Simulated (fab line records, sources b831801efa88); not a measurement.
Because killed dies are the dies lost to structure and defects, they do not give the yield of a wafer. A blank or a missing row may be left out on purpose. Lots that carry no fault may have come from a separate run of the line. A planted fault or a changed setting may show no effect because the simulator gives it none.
fab line records	flow gf180mcu
[record] lots = 24	wafers = 72	lastDay = 36
route steps=602 shown M3@414 V3@453 M4@472 V4@479 V5@566 TOP_METAL@582
lots that met no fault: taken from a fault-free run of the same line
startH: the number of hours between the record's first day and the start of the first shown wafer of the lot	waitH: hours elapsed since this lot's preceding step	" identical to the entry in the row above	L1.1+2: a row that stands for several wafers	- no value, or no start given	* or withheld: withheld	< > ~ a bound
route shown NAME@n: a module of which the file shows steps, and the number in the route of the first	usual: mean/standard deviation taken from wafers without a fault	same: alike in all rows	chamber/n: place in a boat	sites: readings site by site	_std_site: their standard deviation	_edge_site: mean of outer sites minus mean of inner sites	radiusMm: how far each site lies from the wafer's centre	mask NAME#n: copy n	behind: the tool/chamber that last shaped the wafer	hold: the reason the lot was held/the length of the hold in hours/how it ended	device: transistor that didn't switch, given as n, p or np	end of line: the same wafers' tests at the end of the route	a step without rows: its recipe alone	killed: count of dies lost to structure and defects at first sort (not the wafer's yield)	map: a wafer's dies, marking killed ones x, the rest . and places with no die _
set.NAME: the setting that was run; set.NAME@STEP: the one run at that earlier step	model.NAME: the simulator's own value behind a step, which no gauge read
one table for each step of the route and one row for each wafer, over a sample of lots
services: a tool's chamber out of use, with start hour (startH, from the record's first day; less than 0 if before it), hours out, and reason
[[steps]]
[step GF_M3_RS_MEAS_05]
[recipe] thkMeasGauge = four-point-probe	reads = TiN_of_M3_SPUTTER_04+Ti_of_M3_SPUTTER_03+AlCu_of_M3_SPUTTER_02+TiN_of_M3_SPUTTER_01+Ti_of_M3_SPUTTER_00
[usual] M3_ALCU_RS = 0.0695/0.00072
lot.wafer	tool	chamber	startH	waitH	M3_ALCU_RS[ohm/sq]
L074.2	filmMetro-01	-	514.07	0.0	0.0701
L074.5	"	-	"	"	0.0699
L074.6	"	-	"	"	0.0696
L075.3	filmMetro-03	-	527.99	0.1	0.0696
L075.5	"	-	"	"	0.0697
L075.6	"	-	"	"	0.0690
L076.1	filmMetro-01	-	535.05	0.0	0.0693
L076.4	"	-	"	"	0.0697
L076.6	"	-	"	"	0.0698
L077.1	filmMetro-01	-	543.91	0.0	0.0689
L077.3	"	-	"	"	0.0695
L077.5	"	-	"	"	0.0682
L078.1	filmMetro-04	-	547.55	0.0	0.0698
L078.5	"	-	"	"	0.0697
L078.6	"	-	"	"	0.0693
L079.1	filmMetro-01	-	560.00	0.0	0.0692
L079.2	"	-	"	"	0.0695
L079.6	"	-	"	"	0.0689
L080.2	filmMetro-03	-	565.01	0.0	0.0707
L080.3	"	-	"	"	0.0698
L080.4	"	-	"	"	0.0704
L081.1	filmMetro-04	-	571.27	0.0	0.0684
L081.4	"	-	"	"	0.0697
L081.6	"	-	"	"	0.0689
L082.2	filmMetro-03	-	586.27	0.0	0.0684
L082.4	"	-	"	"	0.0677
L082.6	"	-	"	"	0.0682
L083.1	filmMetro-04	-	591.05	0.0	0.0697
L083.2	"	-	"	"	0.0698
L083.6	"	-	"	"	0.0692
L084.2	filmMetro-04	-	600.67	0.0	0.0690
L084.4	"	-	"	"	0.0694
L084.6	"	-	"	"	0.0702
L085.1	filmMetro-01	-	607.02	0.0	0.0693
L085.3	"	-	"	"	0.0684
L085.6	"	-	"	"	0.0695
L086.1	filmMetro-01	-	611.90	0.0	0.0685
L086.5	"	-	"	"	0.0691
L086.6	"	-	"	"	0.0681
L087.2	filmMetro-01	-	618.22	0.0	0.0689
L087.3	"	-	"	"	0.0689
L087.4	"	-	"	"	0.0679
L088.2	filmMetro-01	-	628.34	0.0	0.0689
L088.3	"	-	"	"	0.0701
L088.5	"	-	"	"	0.0698
L089.2	filmMetro-03	-	634.33	0.0	0.0693
L089.4	"	-	"	"	0.0701
L089.6	"	-	"	"	0.0709
L090.3	filmMetro-04	-	639.47	0.1	0.0693
L090.5	"	-	"	"	0.0713
L090.6	"	-	"	"	0.0692
L091.1	filmMetro-01	-	650.24	0.0	0.0697
L091.3	"	-	"	"	0.0690
L091.4	"	-	"	"	0.0692
L092.4	filmMetro-01	-	652.90	0.1	0.0704
L092.5	"	-	"	"	0.0694
L092.6	"	-	"	"	0.0703
L093.1	filmMetro-01	-	658.25	0.0	0.0696
L093.5	"	-	"	"	0.0696
L093.6	"	-	"	"	0.0685
L094.1	filmMetro-04	-	663.09	0.0	0.0705
L094.3	"	-	"	"	0.0694
L094.4	"	-	"	"	0.0705
L095.1	filmMetro-04	-	672.18	0.0	0.0710
L095.3	"	-	"	"	0.0699
L095.4	"	-	"	"	0.0697
L096.1	filmMetro-04	-	680.28	0.0	0.0701
L096.4	"	-	"	"	0.0699
L096.6	"	-	"	"	0.0710
L097.3	filmMetro-03	-	685.22	0.1	0.0692
L097.4	"	-	"	"	0.0707
L097.5	"	-	"	"	0.0698
[step GF_V3_RS_MEAS_24]
[recipe] thkMeasGauge = four-point-probe	reads = W_of_V3_CVD_23+TiN_of_V3_SPUTTER_22+Ti_of_V3_SPUTTER_21
[usual] V3_W_RS = 0.329/0.0044
lot.wafer	tool	chamber	startH	waitH	V3_W_RS[ohm/sq]
L074.2	filmMetro-01	-	565.75	0.1	0.332
L074.5	"	-	"	"	0.332
L074.6	"	-	"	"	0.327
L075.3	filmMetro-02	-	577.87	0.1	0.326
L075.5	"	-	"	"	0.331
L075.6	"	-	"	"	0.330
L076.1	filmMetro-03	-	583.68	0.1	0.331
L076.4	"	-	"	"	0.325
L076.6	"	-	"	"	0.329
L077.1	filmMetro-03	-	592.49	0.1	0.330
L077.3	"	-	"	"	0.333
L077.5	"	-	"	"	0.337
L078.1	filmMetro-01	-	596.36	0.1	0.322
L078.5	"	-	"	"	0.320
L078.6	"	-	"	"	0.327
L079.1	filmMetro-01	-	608.07	0.1	0.338
L079.2	"	-	"	"	0.329
L079.6	"	-	"	"	0.331
L080.2	filmMetro-03	-	612.59	0.1	0.328
L080.3	"	-	"	"	0.324
L080.4	"	-	"	"	0.333
L081.1	filmMetro-03	-	618.61	0.2	0.330
L081.4	"	-	"	"	0.325
L081.6	"	-	"	"	0.325
L082.2	filmMetro-01	-	634.14	0.1	0.332
L082.4	"	-	"	"	0.321
L082.6	"	-	"	"	0.327
L083.1	filmMetro-01	-	637.75	0.1	0.329
L083.2	"	-	"	"	0.328
L083.6	"	-	"	"	0.322
L084.2	filmMetro-01	-	646.33	0.1	0.323
L084.4	"	-	"	"	0.321
L084.6	"	-	"	"	0.323
L085.1	filmMetro-02	-	653.27	0.1	0.326
L085.3	"	-	"	"	0.325
L085.6	"	-	"	"	0.328
L086.1	filmMetro-01	-	656.87	0.1	0.323
L086.5	"	-	"	"	0.324
L086.6	"	-	"	"	0.326
L087.2	filmMetro-01	-	663.51	0.1	0.332
L087.3	"	-	"	"	0.329
L087.4	"	-	"	"	0.324
L088.2	filmMetro-01	-	673.64	0.1	0.332
L088.3	"	-	"	"	0.328
L088.5	"	-	"	"	0.332
L089.2	filmMetro-02	-	677.60	0.1	0.327
L089.4	"	-	"	"	0.329
L089.6	"	-	"	"	0.332
L090.3	filmMetro-02	-	683.32	0.1	0.337
L090.5	"	-	"	"	0.336
L090.6	"	-	"	"	0.327
L091.1	filmMetro-03	-	693.34	0.1	0.333
L091.3	"	-	"	"	0.326
L091.4	"	-	"	"	0.331
L092.4	filmMetro-01	-	696.65	0.1	0.327
L092.5	"	-	"	"	0.337
L092.6	"	-	"	"	0.328
L093.1	filmMetro-01	-	702.77	0.1	0.329
L093.5	"	-	"	"	0.327
L093.6	"	-	"	"	0.334
L094.1	filmMetro-02	-	706.51	0.1	0.331
L094.3	"	-	"	"	0.336
L094.4	"	-	"	"	0.330
L095.1	filmMetro-01	-	715.17	0.1	0.336
L095.3	"	-	"	"	0.330
L095.4	"	-	"	"	0.339
L096.1	filmMetro-02	-	723.52	0.1	0.323
L096.4	"	-	"	"	0.322
L096.6	"	-	"	"	0.331
L097.3	filmMetro-01	-	726.86	0.1	0.329
L097.4	"	-	"	"	0.335
L097.5	"	-	"	"	0.334
[step GF_M4_METAL_ETCH_16]
[recipe] chemistry = Cl2/BCl3	maskMaterial = KrF	targetDepthNm = 750.8	stopOn = SiO2	pressureMtorr = 8	icpW = 800	biasW = 140	Cl2_flow_sccm = 80	bcl3FlowSccm = 40	timeS = 125.1
[usual] biasW = 140.0/0.41	drypumpMotorCurrentA = 5.6/0.4	oesProductAu = 0.991/0.006	throttleValvePct = 28.228/0.011
lot.wafer	tool	chamber	startH	waitH	biasW	drypumpMotorCurrentA	oesProductAu	rfHoursCounterH	throttleValvePct
L074.2	rieMetal-02	0	589.17	0.0	139.7	5.6	0.996	11	28.248
L074.5	"	0	"	"	139.9	5.5	0.988	-	28.224
L074.6	"	1	"	"	140.1	5.4	1.011	-	28.248
L075.3	rieMetal-02	1	600.68	0.1	139.5	5.4	0.987	-	28.234
L075.5	"	0	"	"	140.5	5.6	0.991	-	28.225
L075.6	"	1	"	"	139.6	5.4	0.995	-	28.214
L076.1	rieMetal-01	1	606.94	0.0	139.9	6.5	1.003	10	28.219
L076.4	"	1	"	"	140.4	6.4	0.991	-	28.219
L076.6	"	0	"	"	139.9	5.5	0.993	-	28.237
L077.1	rieMetal-01	1	615.29	0.0	140.0	6.4	0.994	11	28.216
L077.3	"	1	"	"	140.1	6.5	0.994	-	28.211
L077.5	"	1	"	"	140.2	6.5	0.995	-	28.210
L078.1	rieMetal-03	1	620.07	0.0	139.8	5.2	0.990	8	28.245
L078.5	"	0	"	"	140.2	5.5	1.002	-	28.225
L078.6	"	1	"	"	140.2	5.3	0.990	-	28.255
L079.1	rieMetal-01	1	631.12	0.0	139.3	6.5	0.997	11	28.215
L079.2	"	0	"	"	139.9	5.5	0.989	5	28.219
L079.6	"	0	"	"	139.9	5.5	0.989	-	28.227
L080.2	rieMetal-03	0	635.12	0.0	140.5	5.5	0.990	5	28.221
L080.3	"	0	"	"	140.2	5.5	0.987	-	28.224
L080.4	"	1	"	"	139.2	5.2	0.985	-	28.245
L081.1	rieMetal-02	1	641.64	0.0	139.6	5.4	0.999	5	28.230
L081.4	"	1	"	"	140.3	5.4	0.995	-	28.214
L081.6	"	1	"	"	139.3	5.4	0.991	-	28.226
L082.2	rieMetal-02	0	655.64	0.0	140.1	5.5	0.987	0	28.224
L082.4	"	0	"	"	139.9	5.6	0.991	-	28.224
L082.6	"	1	"	"	139.3	5.4	0.995	-	28.220
L083.1	rieMetal-03	0	659.47	0.0	139.7	5.5	0.994	6	28.229
L083.2	"	1	"	"	139.5	5.2	0.983	10	28.241
L083.6	"	0	"	"	139.8	5.5	0.998	-	28.239
L084.2	rieMetal-02	1	667.79	0.0	140.0	5.4	0.987	6	28.228
L084.4	"	1	"	"	139.5	5.4	0.988	-	28.250
L084.6	"	0	"	"	139.7	5.6	0.990	-	28.223
L085.1	rieMetal-01	0	675.29	0.0	140.3	5.5	0.993	7	28.241
L085.3	"	0	"	"	140.0	5.5	0.989	-	28.245
L085.6	"	0	"	"	140.0	5.5	0.993	-	28.230
L086.1	rieMetal-02	0	678.39	0.0	140.2	5.6	0.985	1	28.245
L086.5	"	1	"	"	139.9	5.4	0.991	-	28.223
L086.6	"	0	"	"	139.5	5.6	1.000	-	28.240
L087.2	rieMetal-02	0	685.27	0.0	140.2	5.6	0.990	1	28.219
L087.3	"	1	"	"	140.0	5.4	0.994	-	28.214
L087.4	"	0	"	"	139.6	5.5	0.988	-	28.226
L088.2	rieMetal-01	1	695.32	0.0	140.0	6.4	1.005	13	28.212
L088.3	"	1	"	"	139.3	6.4	0.994	-	28.213
L088.5	"	1	"	"	140.0	6.5	0.992	-	28.228
L089.2	rieMetal-01	1	698.29	0.0	140.6	6.4	0.994	13	28.236
L089.4	"	1	"	"	141.0	6.5	0.997	-	28.237
L089.6	"	0	"	"	139.8	5.5	0.987	-	28.228
L090.3	rieMetal-01	0	704.51	0.1	140.4	5.5	0.983	-	28.229
L090.5	"	1	"	"	139.4	6.4	0.990	-	28.233
L090.6	"	0	"	"	140.5	5.5	0.985	-	28.236
L091.1	rieMetal-02	0	714.02	0.0	139.7	5.6	0.983	2	28.230
L091.3	"	1	"	"	139.8	5.4	1.002	-	28.223
L091.4	"	0	"	"	139.6	5.6	0.995	-	28.229
L092.4	rieMetal-01	0	716.71	0.1	140.3	5.5	0.981	-	28.245
L092.5	"	1	"	"	140.2	6.5	0.993	-	28.227
L092.6	"	0	"	"	140.4	5.5	0.973	-	28.227
L093.1	rieMetal-01	0	723.34	0.0	140.3	5.5	0.983	9	28.217
L093.5	"	0	"	"	141.0	5.5	0.984	-	28.233
L093.6	"	1	"	"	139.7	6.5	0.994	-	28.218
L094.1	rieMetal-02	1	726.92	0.0	140.4	5.4	0.997	8	28.214
L094.3	"	0	"	"	140.0	5.5	0.994	-	28.254
L094.4	"	1	"	"	140.3	5.4	0.995	-	28.218
L095.1	rieMetal-02	1	734.92	0.0	140.1	5.4	0.988	9	28.230
L095.3	"	0	"	"	140.7	5.6	0.987	-	28.240
L095.4	"	1	"	"	139.9	5.4	1.000	-	28.221
L096.1	rieMetal-03	0	743.17	0.0	140.9	5.5	0.987	9	28.239
L096.4	"	0	"	"	140.5	5.5	0.978	-	28.256
L096.6	"	1	"	"	140.0	5.2	0.978	-	28.224
L097.3	rieMetal-02	0	746.61	0.1	140.4	5.5	0.985	-	28.225
L097.4	"	1	"	"	139.8	5.4	0.990	-	28.247
L097.5	"	0	"	"	140.3	5.5	0.982	-	28.244
[step GF_V4_THK_MEAS_03]
[recipe] reads = SiO2_of_V4_CVD_02
[usual] V4_CVD_02_THK = 851/10
lot.wafer	tool	chamber	startH	waitH	V4_CVD_02_THK[nm]
L074.2	filmMetro-04	-	590.10	0.0	837
L074.5	"	-	"	"	845
L074.6	"	-	"	"	862
L075.3	filmMetro-04	-	601.55	0.1	842
L075.5	"	-	"	"	859
L075.6	"	-	"	"	873
L076.1	filmMetro-02	-	607.81	0.0	832
L076.4	"	-	"	"	844
L076.6	"	-	"	"	846
L077.1	filmMetro-02	-	616.16	0.0	825
L077.3	"	-	"	"	841
L077.5	"	-	"	"	843
L078.1	filmMetro-03	-	620.94	0.0	850
L078.5	"	-	"	"	865
L078.6	"	-	"	"	858
L079.1	filmMetro-03	-	631.99	0.0	851
L079.2	"	-	"	"	844
L079.6	"	-	"	"	848
L080.2	filmMetro-04	-	636.06	0.0	851
L080.3	"	-	"	"	848
L080.4	"	-	"	"	854
L081.1	filmMetro-03	-	643.02	0.0	835
L081.4	"	-	"	"	858
L081.6	"	-	"	"	864
L082.2	filmMetro-04	-	656.52	0.0	847
L082.4	"	-	"	"	861
L082.6	"	-	"	"	865
L083.1	filmMetro-04	-	660.34	0.0	833
L083.2	"	-	"	"	838
L083.6	"	-	"	"	848
L084.2	filmMetro-03	-	668.67	0.0	833
L084.4	"	-	"	"	859
L084.6	"	-	"	"	860
L085.1	filmMetro-02	-	676.19	0.0	848
L085.3	"	-	"	"	856
L085.6	"	-	"	"	854
L086.1	filmMetro-02	-	679.29	0.0	849
L086.5	"	-	"	"	868
L086.6	"	-	"	"	860
L087.2	filmMetro-03	-	686.18	0.0	846
L087.3	"	-	"	"	840
L087.4	"	-	"	"	850
L088.2	filmMetro-03	-	696.19	0.0	838
L088.3	"	-	"	"	840
L088.5	"	-	"	"	849
L089.2	filmMetro-04	-	699.20	0.1	845
L089.4	"	-	"	"	858
L089.6	"	-	"	"	870
L090.3	filmMetro-02	-	705.39	0.1	847
L090.5	"	-	"	"	863
L090.6	"	-	"	"	857
L091.1	filmMetro-04	-	714.89	0.0	840
L091.3	"	-	"	"	855
L091.4	"	-	"	"	859
L092.4	filmMetro-03	-	717.60	0.0	854
L092.5	"	-	"	"	855
L092.6	"	-	"	"	865
L093.1	filmMetro-04	-	724.25	0.1	841
L093.5	"	-	"	"	852
L093.6	"	-	"	"	856
L094.1	filmMetro-04	-	727.85	0.1	832
L094.3	"	-	"	"	856
L094.4	"	-	"	"	846
L095.1	filmMetro-03	-	735.82	0.0	839
L095.3	"	-	"	"	848
L095.4	"	-	"	"	852
L096.1	filmMetro-03	-	744.07	0.0	845
L096.4	"	-	"	"	844
L096.6	"	-	"	"	859
L097.3	filmMetro-04	-	747.46	0.1	840
L097.4	"	-	"	"	854
L097.5	"	-	"	"	862
[step GF_V5_CMP_26]
[recipe] stopOn = SiO2	downForcePsi = 3.5	platenRpm = 60	tOverpolishS = 15	targetThkNm = 0	padVelocityMS = 0.94248
[usual] motorCurrentA = 10.7/1.2	overpolishRunS = 15.000/0.0094	timeToEndpointS = 85/3.9
lot.wafer	tool	chamber	startH	waitH	motorCurrentA	overpolishRunS	timeToEndpointS
L074.2	cmp-02	2	681.51	0.1	11.3	14.990	78
L074.6	"	1	"	"	12.5	14.993	82
L074.5	"	2	"	"	11.7	14.996	80
L075.3	cmp-01	3	693.13	0.0	9.0	15.007	85
L075.6	"	3	"	"	8.9	15.007	86
L075.5	"	0	"	"	10.6	14.995	90
L076.1	cmp-02	1	698.25	0.1	13.8	15.009	79
L076.4	"	2	"	"	11.6	14.999	81
L076.6	"	0	"	"	11.0	14.994	85
L077.3	cmp-01	0	705.88	0.1	10.8	14.996	88
L077.1	"	2	"	"	10.2	15.005	88
L077.5	"	3	"	"	8.9	14.993	89
L078.1	cmp-01	0	709.10	0.2	11.3	14.997	92
L078.5	"	1	"	"	10.1	15.019	90
L078.6	"	2	"	"	10.2	15.001	90
L079.2	cmp-01	2	719.11	0.0	10.4	14.995	86
L079.1	"	3	"	"	9.0	15.004	91
L079.6	"	3	"	"	9.0	14.993	88
L080.4	cmp-02	1	723.91	0.0	13.4	14.990	82
L080.3	"	2	"	"	11.5	14.997	81
L080.2	"	3	"	"	9.6	15.006	84
L081.4	cmp-01	2	729.97	0.0	10.0	14.986	87
L081.1	"	1	"	"	10.2	15.010	92
L081.6	"	2	"	"	10.4	14.990	86
L082.4	cmp-01	0	741.13	0.0	11.2	15.011	91
L082.2	"	2	"	"	10.6	15.006	89
L082.6	"	0	"	"	10.9	15.003	88
L083.2	cmp-02	0	745.45	0.3	10.3	15.015	84
L083.1	"	1	"	"	13.1	14.985	83
L083.6	"	0	"	"	10.7	15.002	83
L084.2	cmp-02	1	752.89	0.1	12.3	15.004	86
L084.4	"	3	"	"	9.9	15.017	93
L084.6	"	1	"	"	13.1	15.001	86
L085.1	cmp-02	1	759.85	0.1	13.3	15.011	84
L085.3	"	0	"	"	10.9	15.016	91
L085.6	"	2	"	"	12.4	14.982	80
L086.1	cmp-01	1	762.12	0.1	10.5	14.988	87
L086.5	"	1	"	"	9.7	14.989	86
L086.6	"	2	"	"	10.0	14.994	83
L087.3	cmp-01	0	768.54	0.1	11.0	15.000	85
L087.4	"	1	"	"	9.4	14.998	88
L087.2	"	2	"	"	10.6	15.007	82
L088.2	cmp-02	0	777.48	0.0	10.2	14.995	87
L088.3	"	3	"	"	10.1	15.004	91
L088.5	"	0	"	"	10.9	15.005	89
L089.4	cmp-01	2	780.23	0.0	10.4	14.985	82
L089.2	"	1	"	"	9.9	14.994	84
L089.6	"	3	"	"	9.1	15.007	85
L090.3	cmp-01	3	785.40	0.0	9.1	14.984	86
L090.6	"	3	"	"	8.8	14.991	82
L090.5	"	0	"	"	11.4	15.006	84
L091.4	cmp-01	2	792.95	0.0	10.2	15.019	80
L091.3	"	3	"	"	8.9	15.010	83
L091.1	"	0	"	"	11.6	15.002	83
L092.4	cmp-02	0	794.44	0.3	10.5	15.005	77
L092.5	"	1	"	"	12.3	14.990	78
L092.6	"	2	"	"	11.5	15.010	77
L093.1	cmp-02	3	801.95	0.1	9.7	15.009	86
L093.5	"	2	"	"	11.5	15.002	79
L093.6	"	3	"	"	9.5	14.993	86
L094.3	cmp-02	0	804.55	0.0	10.9	15.008	81
L094.4	"	1	"	"	12.7	15.005	77
L094.1	"	2	"	"	11.1	15.003	78
L095.1	cmp-01	0	812.00	0.1	11.2	15.003	82
L095.3	"	1	"	"	10.6	15.010	83
L095.4	"	3	"	"	8.7	14.993	82
L096.1	cmp-01	1	818.07	0.1	10.4	15.010	84
L096.4	"	2	"	"	10.1	15.002	84
L096.6	"	0	"	"	11.0	15.008	84
L097.4	cmp-02	3	821.32	0.1	9.9	15.005	92
L097.3	"	1	"	"	12.8	14.993	83
L097.5	"	2	"	"	11.4	14.998	87
[step GF_TOP_METAL_OVL_MEAS_15]
[usual] TOP_METAL_OVL = -0.6/1.5
lot.wafer	tool	chamber	startH	waitH	TOP_METAL_OVL[nm]
L074.2	overlay-02	-	702.13	0.1	0.3
L074.5	"	-	"	"	0.9
L074.6	"	-	"	"	-0.3
L075.3	overlay-02	-	713.94	0.1	-0.1
L075.5	"	-	"	"	1.1
L075.6	"	-	"	"	-1.4
L076.1	overlay-01	-	717.93	0.1	-2.1
L076.4	"	-	"	"	-2.2
L076.6	"	-	"	"	-2.5
L077.1	overlay-02	-	726.23	0.1	0.0
L077.3	"	-	"	"	1.3
L077.5	"	-	"	"	0.2
L078.1	overlay-02	-	729.18	0.1	1.2
L078.5	"	-	"	"	-1.1
L078.6	"	-	"	"	0.0
L079.1	overlay-02	-	739.13	0.1	-3.0
L079.2	"	-	"	"	-2.6
L079.6	"	-	"	"	-2.4
L080.2	overlay-02	-	743.33	0.1	-3.0
L080.3	"	-	"	"	-0.5
L080.4	"	-	"	"	-1.4
L081.1	overlay-02	-	750.03	0.1	-1.7
L081.4	"	-	"	"	-0.6
L081.6	"	-	"	"	-1.0
L082.2	overlay-02	-	760.03	0.1	-1.1
L082.4	"	-	"	"	-1.0
L082.6	"	-	"	"	-0.8
L083.1	overlay-01	-	764.63	0.1	-0.9
L083.2	"	-	"	"	2.7
L083.6	"	-	"	"	0.4
L084.2	overlay-02	-	771.28	0.1	-0.9
L084.4	"	-	"	"	1.7
L084.6	"	-	"	"	1.6
L085.1	overlay-02	-	777.88	0.1	-2.2
L085.3	"	-	"	"	-2.7
L085.6	"	-	"	"	-4.6
L086.1	overlay-02	-	779.73	0.1	-1.4
L086.5	"	-	"	"	-1.8
L086.6	"	-	"	"	-0.8
L087.2	overlay-01	-	786.23	0.1	-1.4
L087.3	"	-	"	"	-2.0
L087.4	"	-	"	"	-1.7
L088.2	overlay-02	-	794.78	0.1	-0.5
L088.3	"	-	"	"	-2.2
L088.5	"	-	"	"	-2.4
L089.2	overlay-01	-	798.08	0.1	-2.0
L089.4	"	-	"	"	0.0
L089.6	"	-	"	"	0.8
L090.3	overlay-02	-	802.29	0.1	-0.1
L090.5	"	-	"	"	0.7
L090.6	"	-	"	"	0.9
L091.1	overlay-01	-	809.78	0.1	1.3
L091.3	"	-	"	"	-0.5
L091.4	"	-	"	"	-0.4
L092.4	overlay-01	-	811.80	0.1	-1.3
L092.5	"	-	"	"	-1.0
L092.6	"	-	"	"	-1.1
L093.1	overlay-01	-	818.68	0.1	-1.2
L093.5	"	-	"	"	-0.7
L093.6	"	-	"	"	-2.5
L094.1	overlay-01	-	821.23	0.1	-0.3
L094.3	"	-	"	"	1.4
L094.4	"	-	"	"	0.7
L095.1	overlay-02	-	828.03	0.1	1.2
L095.3	"	-	"	"	0.5
L095.4	"	-	"	"	0.9
L096.1	overlay-01	-	833.94	0.1	-0.4
L096.4	"	-	"	"	-1.8
L096.6	"	-	"	"	1.9
L097.3	overlay-02	-	837.24	0.1	-2.5
L097.4	"	-	"	"	-2.0
L097.5	"	-	"	"	-1.6
[[services]]
tool	chamber	startH	hours	kind
cmp-01	-	568.51	2.8	repair
cmp-02	-	572.32	4.0	pm
cmp-02	-	576.32	-	consumableReplace:conditioner
cmp-02	-	576.32	-	consumableReplace:pad
cmp-02	-	580.85	1.3	repair
cmp-02	-	603.80	7.0	repair
cmp-01	-	609.64	1.2	repair
rieMetal-02	0	629.52	-	clean
cmp-01	-	631.18	1.2	repair
cmp-01	-	641.41	7.2	pm
cmp-02	-	647.97	1.3	repair
cmp-01	-	649.35	2.1	repair
rieMetal-01	1	658.09	7.6	repair
cmp-02	-	672.35	0.8	repair
cmp-01	-	680.86	6.2	pm
cmp-01	-	699.89	0.7	repair
cmp-02	-	741.42	1.5	repair
cmp-01	-	744.00	4.0	pm
cmp-01	-	748.00	-	consumableReplace:conditioner
cmp-01	-	748.00	-	consumableReplace:pad
rieMetal-01	0	775.51	4.4	repair
cmp-01	-	796.38	2.3	repair
rieMetal-03	-	797.39	0.9	repair
cmp-01	-	819.81	0.7	repair
[[key]]
fault none
